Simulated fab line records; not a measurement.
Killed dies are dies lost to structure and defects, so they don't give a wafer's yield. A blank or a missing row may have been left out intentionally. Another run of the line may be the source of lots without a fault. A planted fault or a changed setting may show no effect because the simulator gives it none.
The tool behind it: which one? / flow gf180mcu / 72 wafers from 24 lots sampled at 5 of the route's 602 steps

== WHAT THE GAUGES SHOWED, per wafer ==
GF_M4_OVL_MEAS_15. Usual: M4_OVL gives -1 nm (standard deviation 4.7).
lot=L074; measured=day 23 15:08; on=overlay-01; M4_OVL (nm)=-5 0 -5; flag=
lot=L075; measured=day 24 00:47; on=overlay-01; M4_OVL (nm)=-3 -1 1; flag=
lot=L076; measured=day 24 05:11; on=overlay-01; M4_OVL (nm)=-4 -5 -6; flag=
lot=L077; measured=day 24 18:50; on=overlay-02; M4_OVL (nm)=-3 -1 3; flag=
lot=L078; measured=day 25 02:24; on=overlay-02; M4_OVL (nm)=0 -9 -6; flag=
lot=L079; measured=day 25 02:44; on=overlay-01; M4_OVL (nm)=6 3 5; flag=
lot=L080; measured=day 25 13:34; on=overlay-02; M4_OVL (nm)=1 2 -2; flag=
lot=L081; measured=day 25 18:07; on=overlay-01; M4_OVL (nm)=-9 -1 -7; flag=
lot=L082; measured=day 26 07:17; on=overlay-01; M4_OVL (nm)=-3 -1 -5; flag=
lot=L083; measured=day 26 11:08; on=overlay-02; M4_OVL (nm)=-7 -5 -3; flag=
lot=L084; measured=day 26 17:31; on=overlay-02; M4_OVL (nm)=-2 -3 2; flag=
lot=L085; measured=day 27 03:14; on=overlay-01; M4_OVL (nm)=0 -1 2; flag=
lot=L086; measured=day 27 12:59; on=overlay-02; M4_OVL (nm)=-2 -5 4; flag=
lot=L087; measured=day 27 18:19; on=overlay-01; M4_OVL (nm)=-9 0 -1; flag=
lot=L088; measured=day 27 23:49; on=overlay-02; M4_OVL (nm)=10 8 6; flag=
lot=L089; measured=day 28 04:01; on=overlay-02; M4_OVL (nm)=-5 -6 -6; flag=
lot=L090; measured=day 28 15:19; on=overlay-01; M4_OVL (nm)=1 -1 -4; flag=
lot=L091; measured=day 28 20:02; on=overlay-02; M4_OVL (nm)=-3 2 0; flag=
lot=L092; measured=day 29 06:07; on=overlay-01; M4_OVL (nm)=-6 2 1; flag=
lot=L093; measured=day 29 11:11; on=overlay-02; M4_OVL (nm)=-6 4 -5; flag=
lot=L094; measured=day 29 17:26; on=overlay-02; M4_OVL (nm)=2 1 6; flag=
lot=L095; measured=day 29 22:04; on=overlay-01; M4_OVL (nm)=0 4 -1; flag=
lot=L096; measured=day 30 08:21; on=overlay-01; M4_OVL (nm)=3 -3 -1; flag=
lot=L097; measured=day 30 16:31; on=overlay-01; M4_OVL (nm)=2 0 -1; flag=

GF_V4_THK_MEAS_01. Usual: V4_CVD_00_THK gives 598 nm (standard deviation 6.6).
lot=L074; measured=day 23 15:56; on=filmMetro-03; V4_CVD_00_THK (nm)=602 603 602; flag=
lot=L075; measured=day 24 01:34; on=filmMetro-01; V4_CVD_00_THK (nm)=597 588 599; flag=
lot=L076; measured=day 24 05:58; on=filmMetro-03; V4_CVD_00_THK (nm)=598 586 605; flag=
lot=L077; measured=day 24 19:36; on=filmMetro-01; V4_CVD_00_THK (nm)=605 595 598; flag=
lot=L078; measured=day 25 03:16; on=filmMetro-01; V4_CVD_00_THK (nm)=596 600 606; flag=
lot=L079; measured=day 25 03:30; on=filmMetro-04; V4_CVD_00_THK (nm)=601 603 595; flag=
lot=L080; measured=day 25 14:26; on=filmMetro-04; V4_CVD_00_THK (nm)=594 600 597; flag=
lot=L081; measured=day 25 19:14; on=filmMetro-04; V4_CVD_00_THK (nm)=596 601 581; flag=
lot=L082; measured=day 26 08:13; on=filmMetro-03; V4_CVD_00_THK (nm)=594 586 596; flag=
lot=L083; measured=day 26 11:56; on=filmMetro-04; V4_CVD_00_THK (nm)=593 594 607; flag=
lot=L084; measured=day 26 18:38; on=filmMetro-04; V4_CVD_00_THK (nm)=596 590 603; flag=
lot=L085; measured=day 27 04:10; on=filmMetro-04; V4_CVD_00_THK (nm)=605 599 601; flag=
lot=L086; measured=day 27 13:47; on=filmMetro-03; V4_CVD_00_THK (nm)=586 589 588; flag=
lot=L087; measured=day 27 19:06; on=filmMetro-03; V4_CVD_00_THK (nm)=612 609 605; flag=
lot=L088; measured=day 28 00:36; on=filmMetro-01; V4_CVD_00_THK (nm)=606 609 605; flag=
lot=L089; measured=day 28 04:56; on=filmMetro-04; V4_CVD_00_THK (nm)=596 599 597; flag=
lot=L090; measured=day 28 16:08; on=filmMetro-01; V4_CVD_00_THK (nm)=587 592 596; flag=
lot=L091; measured=day 28 20:49; on=filmMetro-01; V4_CVD_00_THK (nm)=611 602 600; flag=
lot=L092; measured=day 29 06:54; on=filmMetro-04; V4_CVD_00_THK (nm)=609 601 609; flag=
lot=L093; measured=day 29 11:58; on=filmMetro-04; V4_CVD_00_THK (nm)=598 584 586; flag=
lot=L094; measured=day 29 18:37; on=filmMetro-04; V4_CVD_00_THK (nm)=601 588 596; flag=
lot=L095; measured=day 29 22:56; on=filmMetro-03; V4_CVD_00_THK (nm)=597 604 602; flag=
lot=L096; measured=day 30 09:19; on=filmMetro-03; V4_CVD_00_THK (nm)=606 600 596; flag=
lot=L097; measured=day 30 17:19; on=filmMetro-03; V4_CVD_00_THK (nm)=590 602 595; flag=

GF_V4_BOW_MEAS_05. Usual: V4_BOW gives 137 um (standard deviation 9).
lot=L074; measured=day 23 16:27; on=filmMetro-04; V4_BOW (um)=130 146 131; flag=
lot=L075; measured=day 24 02:04; on=filmMetro-03; V4_BOW (um)=144 150 147; flag=
lot=L076; measured=day 24 06:28; on=filmMetro-01; V4_BOW (um)=134 138 137; flag=
lot=L077; measured=day 24 20:05; on=filmMetro-03; V4_BOW (um)=129 125 135; flag=
lot=L078; measured=day 25 03:45; on=filmMetro-04; V4_BOW (um)=138 136 130; flag=
lot=L079; measured=day 25 03:59; on=filmMetro-04; V4_BOW (um)=122 138 139; flag=
lot=L080; measured=day 25 14:57; on=filmMetro-04; V4_BOW (um)=138 141 139; flag=
lot=L081; measured=day 25 19:44; on=filmMetro-04; V4_BOW (um)=129 151 140; flag=
lot=L082; measured=day 26 08:43; on=filmMetro-03; V4_BOW (um)=128 134 132; flag=
lot=L083; measured=day 26 12:26; on=filmMetro-01; V4_BOW (um)=146 150 141; flag=
lot=L084; measured=day 26 19:08; on=filmMetro-03; V4_BOW (um)=128 134 133; flag=
lot=L085; measured=day 27 04:40; on=filmMetro-03; V4_BOW (um)=118 113 116; flag=
lot=L086; measured=day 27 14:17; on=filmMetro-04; V4_BOW (um)=136 139 141; flag=
lot=L087; measured=day 27 19:35; on=filmMetro-04; V4_BOW (um)=133 130 142; flag=
lot=L088; measured=day 28 01:05; on=filmMetro-03; V4_BOW (um)=135 149 149; flag=
lot=L089; measured=day 28 05:26; on=filmMetro-04; V4_BOW (um)=127 133 133; flag=
lot=L090; measured=day 28 16:38; on=filmMetro-03; V4_BOW (um)=137 130 139; flag=
lot=L091; measured=day 28 21:20; on=filmMetro-04; V4_BOW (um)=122 137 122; flag=
lot=L092; measured=day 29 07:24; on=filmMetro-04; V4_BOW (um)=138 147 140; flag=
lot=L093; measured=day 29 12:29; on=filmMetro-04; V4_BOW (um)=145 130 147; flag=
lot=L094; measured=day 29 19:07; on=filmMetro-01; V4_BOW (um)=131 143 133; flag=
lot=L095; measured=day 29 23:27; on=filmMetro-03; V4_BOW (um)=133 140 145; flag=
lot=L096; measured=day 30 09:49; on=filmMetro-04; V4_BOW (um)=150 143 139; flag=
lot=L097; measured=day 30 17:49; on=filmMetro-04; V4_BOW (um)=152 147 146; flag=

== WHICH TOOL RAN EACH LOT (tool, then ch and the chambers of the sampled wafers, then the start) ==
lot=L074; GF_V2_CMP_04=cmp-02 ch 0,1,3, day 19 10:52; GF_V4_CVD_02=pecvd-04 ch 1,2, day 23 15:59
lot=L075; GF_V2_CMP_04=cmp-01 ch 1,2, day 19 21:34; GF_V4_CVD_02=pecvd-04 ch 0,2, day 24 01:37
lot=L076; GF_V2_CMP_04=cmp-02 ch 1,2, day 20 02:02; GF_V4_CVD_02=pecvd-04 ch 1,2, day 24 06:01
lot=L077; GF_V2_CMP_04=cmp-01 ch 1,2,3, day 20 17:27; GF_V4_CVD_02=pecvd-02 ch 0,1,2, day 24 19:40
lot=L078; GF_V2_CMP_04=cmp-01 ch 0,1,3, day 20 23:44; GF_V4_CVD_02=pecvd-03 ch 0,1,2, day 25 03:19
lot=L079; GF_V2_CMP_04=cmp-01 ch 0,1,3, day 21 02:00; GF_V4_CVD_02=pecvd-04 ch 1,2, day 25 03:34
lot=L080; GF_V2_CMP_04=cmp-02 ch 0,2, day 21 14:20; GF_V4_CVD_02=pecvd-02 ch 0,1,2, day 25 14:29
lot=L081; GF_V2_CMP_04=cmp-02 ch 0,1,2, day 21 19:21; GF_V4_CVD_02=pecvd-04 ch 0,2, day 25 19:17
lot=L082; GF_V2_CMP_04=cmp-01 ch 0,2, day 22 10:15; GF_V4_CVD_02=pecvd-02 ch 0,1,2, day 26 08:15
lot=L083; GF_V2_CMP_04=cmp-01 ch 0,2,3, day 22 12:38; GF_V4_CVD_02=pecvd-03 ch 0,1,2, day 26 11:59
lot=L084; GF_V2_CMP_04=cmp-01 ch 2,3, day 22 21:16; GF_V4_CVD_02=pecvd-04 ch 1,2, day 26 18:41
lot=L085; GF_V2_CMP_04=cmp-01 ch 1,2, day 23 07:22; GF_V4_CVD_02=pecvd-04 ch 1,2, day 27 04:13
lot=L086; GF_V2_CMP_04=cmp-01 ch 1,2,3, day 23 18:35; GF_V4_CVD_02=pecvd-04 ch 0,1,2, day 27 13:50
lot=L087; GF_V2_CMP_04=cmp-02 ch 1,2,3, day 24 01:13; GF_V4_CVD_02=pecvd-03 ch 0,2, day 27 19:10
lot=L088; GF_V2_CMP_04=cmp-02 ch 0,1,2, day 24 07:16; GF_V4_CVD_02=pecvd-02 ch 1,2, day 28 00:40
lot=L089; GF_V2_CMP_04=cmp-02 ch 0,2,3, day 24 12:14; GF_V4_CVD_02=pecvd-02 ch 0,1,2, day 28 05:00
lot=L090; GF_V2_CMP_04=cmp-02 ch 1,2,3, day 25 00:11; GF_V4_CVD_02=pecvd-02 ch 0,2, day 28 16:11
lot=L091; GF_V2_CMP_04=cmp-01 ch 0,2,3, day 25 05:13; GF_V4_CVD_02=pecvd-02 ch 0,1, day 28 20:51
lot=L092; GF_V2_CMP_04=cmp-02 ch 0,1,2, day 25 16:39; GF_V4_CVD_02=pecvd-03 ch 0,2, day 29 06:57
lot=L093; GF_V2_CMP_04=cmp-02 ch 0,1,3, day 25 22:13; GF_V4_CVD_02=pecvd-04 ch 0,1,2, day 29 12:02
lot=L094; GF_V2_CMP_04=cmp-01 ch 1,2,3, day 26 04:20; GF_V4_CVD_02=pecvd-03 ch 0,1,2, day 29 18:41
lot=L095; GF_V2_CMP_04=cmp-02 ch 1,2, day 26 10:59; GF_V4_CVD_02=pecvd-03 ch 0,2, day 29 22:59
lot=L096; GF_V2_CMP_04=cmp-02 ch 1,2,3, day 26 19:40; GF_V4_CVD_02=pecvd-03 ch 0,1,2, day 30 09:22
lot=L097; GF_V2_CMP_04=cmp-01 ch 0,2,3, day 27 07:28; GF_V4_CVD_02=pecvd-03 ch 1,2, day 30 17:23
- GF_V2_CMP_04: polishes SiO2.
- GF_V4_CVD_02: deposits SiO2 from TEOS, target thk 850 nm, time 94.851 s.

== WHAT THE TOOLS THEMSELVES READ (means of the sampled wafers that have a number; where no wafer has one, the mark that the record gives instead) ==
GF_V2_CMP_04. Usual: motorCurrentA 12.0 A, standard deviation 1.3; timeToEndpointS 80 s, standard deviation 5.9.
lot=L074; tool=cmp-02; motorCurrentA (A)=13.4; timeToEndpointS (s)=82; flag=
lot=L075; tool=cmp-01; motorCurrentA (A)=9.9; timeToEndpointS (s)=83; flag=
lot=L076; tool=cmp-02; motorCurrentA (A)=12.5; timeToEndpointS (s)=79; flag=
lot=L077; tool=cmp-01; motorCurrentA (A)=10.9; timeToEndpointS (s)=78; flag=
lot=L078; tool=cmp-01; motorCurrentA (A)=11.3; timeToEndpointS (s)=84; flag=
lot=L079; tool=cmp-01; motorCurrentA (A)=11.5; timeToEndpointS (s)=79; flag=
lot=L080; tool=cmp-02; motorCurrentA (A)=13.1; timeToEndpointS (s)=83; flag=
lot=L081; tool=cmp-02; motorCurrentA (A)=12.7; timeToEndpointS (s)=88; flag=
lot=L082; tool=cmp-01; motorCurrentA (A)=11.6; timeToEndpointS (s)=71; flag=
lot=L083; tool=cmp-01; motorCurrentA (A)=11.7; timeToEndpointS (s)=78; flag=
lot=L084; tool=cmp-01; motorCurrentA (A)=11.1; timeToEndpointS (s)=74; flag=
lot=L085; tool=cmp-01; motorCurrentA (A)=10.6; timeToEndpointS (s)=76; flag=
lot=L086; tool=cmp-01; motorCurrentA (A)=11.1; timeToEndpointS (s)=77; flag=
lot=L087; tool=cmp-02; motorCurrentA (A)=12.4; timeToEndpointS (s)=79; flag=
lot=L088; tool=cmp-02; motorCurrentA (A)=12.5; timeToEndpointS (s)=78; flag=
lot=L089; tool=cmp-02; motorCurrentA (A)=12.4; timeToEndpointS (s)=84; flag=
lot=L090; tool=cmp-02; motorCurrentA (A)=12.2; timeToEndpointS (s)=84; flag=
lot=L091; tool=cmp-01; motorCurrentA (A)=12.0; timeToEndpointS (s)=76; flag=
lot=L092; tool=cmp-02; motorCurrentA (A)=12.9; timeToEndpointS (s)=83; flag=
lot=L093; tool=cmp-02; motorCurrentA (A)=12.8; timeToEndpointS (s)=88; flag=
lot=L094; tool=cmp-01; motorCurrentA (A)=10.9; timeToEndpointS (s)=73; flag=
lot=L095; tool=cmp-02; motorCurrentA (A)=12.1; timeToEndpointS (s)=85; flag=
lot=L096; tool=cmp-02; motorCurrentA (A)=12.5; timeToEndpointS (s)=85; flag=
lot=L097; tool=cmp-01; motorCurrentA (A)=11.6; timeToEndpointS (s)=79; flag=

GF_V4_CVD_02. Usual: heaterPowerW reads 664 W (standard deviation 90).
lot=L074; tool=pecvd-04; heaterPowerW (W)=665; flag=
lot=L075; tool=pecvd-04; heaterPowerW (W)=703; flag=
lot=L076; tool=pecvd-04; heaterPowerW (W)=667; flag=
lot=L077; tool=pecvd-02; heaterPowerW (W)=660; flag=
lot=L078; tool=pecvd-03; heaterPowerW (W)=663; flag=
lot=L079; tool=pecvd-04; heaterPowerW (W)=605; flag=
lot=L080; tool=pecvd-02; heaterPowerW (W)=636; flag=
lot=L081; tool=pecvd-04; heaterPowerW (W)=688; flag=
lot=L082; tool=pecvd-02; heaterPowerW (W)=632; flag=
lot=L083; tool=pecvd-03; heaterPowerW (W)=701; flag=
lot=L084; tool=pecvd-04; heaterPowerW (W)=663; flag=
lot=L085; tool=pecvd-04; heaterPowerW (W)=677; flag=
lot=L086; tool=pecvd-04; heaterPowerW (W)=690; flag=
lot=L087; tool=pecvd-03; heaterPowerW (W)=649; flag=
lot=L088; tool=pecvd-02; heaterPowerW (W)=660; flag=
lot=L089; tool=pecvd-02; heaterPowerW (W)=642; flag=
lot=L090; tool=pecvd-02; heaterPowerW (W)=657; flag=
lot=L091; tool=pecvd-02; heaterPowerW (W)=625; flag=
lot=L092; tool=pecvd-03; heaterPowerW (W)=581; flag=
lot=L093; tool=pecvd-04; heaterPowerW (W)=663; flag=
lot=L094; tool=pecvd-03; heaterPowerW (W)=685; flag=
lot=L095; tool=pecvd-03; heaterPowerW (W)=653; flag=
lot=L096; tool=pecvd-03; heaterPowerW (W)=676; flag=
lot=L097; tool=pecvd-03; heaterPowerW (W)=760; flag=

== THE ANSWER, worked out from the rows above alone ==
Rule: a lot is off if the mean of its wafers that have a number lies more than 3 standard deviations from the usual mean. Also off: a lot with no number at a reading for which 4 or more lots have one. The other lots that the step has rows for count as sound. The gauges are gone through in route order, then the tools' own readings, and for those a lot's mean is taken as printed above. At the first step where some lot is off, the reading lying furthest off is the one used; lots without a number count as furthest.
No lot is off at any reading shown: from this, nothing can be told.

== WHAT THE SIMULATOR PUT IN ==
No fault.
